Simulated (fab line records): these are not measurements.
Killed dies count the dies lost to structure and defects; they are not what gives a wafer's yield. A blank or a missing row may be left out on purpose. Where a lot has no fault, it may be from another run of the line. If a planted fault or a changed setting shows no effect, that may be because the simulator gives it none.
Split-lot study    flow sky130    27 wafers read across 5 lots, on a route 708 steps long

## ON THE SPLIT
At SKY_POLY_GATE_ETCH_16 (etches Si3N4 in CH3F/O2, stops on poly-Si, time 147.5 s, target depth 75 nm), the setting time-s was moved away from the recipe's 147.5 s on 12 of the 27 wafers read, by -16.7% to +39.8%. For the rest of the wafers, this setting stayed at what the recipe calls for.

## THE PATH FROM SPLIT TO READING: the file shows 1 step between them
- SKY_POLY_GATE_ETCH_17: etches poly-Si in HBr/Cl2, stops on SiO2, target depth 180 nm, time 70.5 s

## THE READING
oes-product-au, in a.u., at SKY_POLY_GATE_STRIP_18 (strips in O2/N2). A value of 0.361 a.u. with a standard deviation of 0.0049 a.u. is what fault-free wafers of this fab line usually give.

wafer   tool, chamber at the split  time-s as run, s  against the recipe  oes-product-au, a.u.  against lot-mates on the recipe
L074.1  rie-diel-03, 0              122.8             -16.7%              0.374                 +0.016
L074.2  rie-diel-03, 3              147.5             recipe              0.353                 -
L074.3  rie-diel-03, 2              147.5             recipe              0.360                 -
L074.4  rie-diel-03, 1              122.8             -16.7%              0.380                 +0.022
L074.5  rie-diel-03, 3              122.8             -16.7%              0.363                 +0.005
L074.6  rie-diel-03, 2              147.5             recipe              0.360                 -
L076.1  rie-diel-02, 1              206.2             +39.8%              0.333                 -0.031
L076.2  rie-diel-02, 2              147.5             recipe              0.362                 -
L076.3  rie-diel-02, 3              147.5             recipe              0.365                 -
L076.4  rie-diel-02, 0              206.2             +39.8%              0.342                 -0.022
L076.5  rie-diel-02, 1              206.2             +39.8%              0.338                 -0.026
L076.6  rie-diel-02, 2              147.5             recipe              0.366                 -
L079.1  rie-diel-02, 0              183.3             +24.3%              0.355                 -0.006
L079.2  rie-diel-02, 1              147.5             recipe              0.360                 -
L079.3  rie-diel-02, 3              147.5             recipe              0.369                 -
L079.4  rie-diel-02, 2              183.3             +24.3%              0.359                 -0.002
L079.5  rie-diel-02, 3              147.5             recipe              0.355                 -
L079.6  rie-diel-02, 2              183.3             +24.3%              0.352                 -0.009
L082.3  rie-diel-03, 3              147.5             recipe              0.361                 -
L082.5  rie-diel-03, 2              147.5             recipe              0.360                 -
L082.6  rie-diel-03, 3              147.5             recipe              0.360                 -
L085.1  rie-diel-02, 2              147.5             recipe              0.359                 -
L085.2  rie-diel-02, 1              181.2             +22.8%              0.348                 -0.014
L085.3  rie-diel-02, 3              181.2             +22.8%              0.344                 -0.018
L085.4  rie-diel-02, 0              147.5             recipe              0.363                 -
L085.5  rie-diel-02, 3              147.5             recipe              0.365                 -
L085.6  rie-diel-02, 2              181.2             +22.8%              0.348                 -0.014

THE FIT
A straight line over all 27 wafers: oes-product-au changes by -0.000553 a.u. for each +1% of time-s; r = -0.88; the points scatter about the line by 0.0051 a.u.
The same after taking each lot's own level away (the mean of its wafers on the recipe; 27 wafers): -0.000637 a.u. for each +1%; r = -0.90; scatter 0.0052 a.u.
The reading moves by 0.025 a.u. for the largest change in time-s, on that fit.
The span of the lots' own levels, 0.3577 to 0.3643 a.u., comes to 1.4 times the standard deviation stated above.
So the slope is not independent of the lot-to-lot level: the two fits are not the same.
Check: -0.0226 a.u. against its lot-mates is what the line predicts for one of the wafers moved furthest among these (+39.8%) when that wafer is left out of the fit. Against them it came out at -0.0313 a.u.

## FURTHER SPLITS ON THESE WAFERS
These wafers also went through other splits before the reading. Each is held against what the fit with the lots' levels taken away leaves over:
other split on the same wafers  wafers away from the commonest value  r with oes-product-au (lot level and that fit taken away)
SKY_FIELD_ISO_ETCH_14 time-s    9                                     +0.13

## THE WHOLE CHAIN: every reading that the file lists as answering this split, in the file's order
step                    what it does                                                                 reading                                                                                 change (the file's fit)                     r (the file's)
SKY_POLY_GATE_ETCH_16   etches Si3N4 in CH3F/O2, stops on poly-Si, time 147.5 s, target depth 75 nm  KrF-thick_of_POLY_GATE_COAT_08.thk-nm (the simulator's own value, which no gauge read)  -1.16 nm for each +1% of the setting        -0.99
SKY_POLY_GATE_STRIP_18  strips in O2/N2                                                              oes-product-au                                                                          -0.000605 a.u. for each +1% of the setting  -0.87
SKY_POLY_GATE_STRIP_18  strips in O2/N2                                                              strip-time-to-endpoint-s                                                                withheld for each +1% of the setting        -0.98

## FILE'S OWN FIT
oes-product-au changes by -0.000605 a.u. for each +1% of time-s, r = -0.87.
